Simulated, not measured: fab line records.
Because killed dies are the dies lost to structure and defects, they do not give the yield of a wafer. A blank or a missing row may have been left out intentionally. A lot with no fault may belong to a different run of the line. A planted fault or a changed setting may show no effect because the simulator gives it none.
2 desks, one fault -- flow gf180mcu -- only its own numbers are on each desk; what lay behind them is given at the end

TOOL OWNER'S DESK, wet-bench-02
The tool's own readings at GF_CONTACT_CLEAN_21 (cleans in dHF, time 20 s): means of the sampled wafers that have a number, for each lot that ran on this tool. A lot is out of limits, marked OUT, if its mean lies more than 4 standard deviations from the usual mean; the brackets give that distance.
Columns: A = run-length-s at GF_CONTACT_CLEAN_21, usual 49.0 s
lot,first seen here,A
L782,day 19 15:26,50.7
L796,day 24 02:57,33.1 (-7.2) OUT
This desk finds L796 out of limits, L796 being first, at day 24 02:57 (run-length-s at GF_CONTACT_CLEAN_21). Within limits: L782.

THE METROLOGY DESK
Lot by lot, what the gauges showed, no matter which tool ran the lot: averages of those sampled wafers that carry a number. A lot is out of limits, marked OUT, if its mean lies more than 4 standard deviations from the usual mean; the brackets give that distance.
Columns: A = cd-nm at GF_CONTACT_CD_MEAS_14, usual 220.1 nm; B = CONTACT_OVL at GF_CONTACT_OVL_MEAS_15, usual -2 nm; C = CONTACT_W_RS at GF_CONTACT_RS_MEAS_25, usual 0.381 ohm/sq; D = CONTACT_W_THK at GF_CONTACT_THK_MEAS_26, usual 298 nm
lot,first seen here,A,B,C,D
L776,day 16 21:31,218.8,-10,0.377,301
L781,day 19 04:23,222.3,1,0.382,296
L782,day 19 14:50,218.9,-3,0.381,300
L786,day 21 03:28,220.7,5,0.377,307
L796,day 24 02:20,220.9,-9,0.385,291
This desk's verdict: no lot among the 5 shows anything out of limits.

PUT TOGETHER
At day 24 02:57, on L796, the tool owner's desk was in a position to raise an alarm.
The metrology desk saw nothing out of limits.
The metrology desk holds a record of L796, inside its limits.
Every lot named ran GF_CONTACT_CLEAN_21 on wet-bench-02.

WHAT THE SIMULATOR HAD PUT IN
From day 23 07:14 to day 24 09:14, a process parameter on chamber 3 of wet-bench-02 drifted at GF_CONTACT_CLEAN_21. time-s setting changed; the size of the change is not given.
Shown lots that were struck: L796.
Delay in hours, fault start to first out-of-limits reading, by desk: the tool owner's desk at 20.
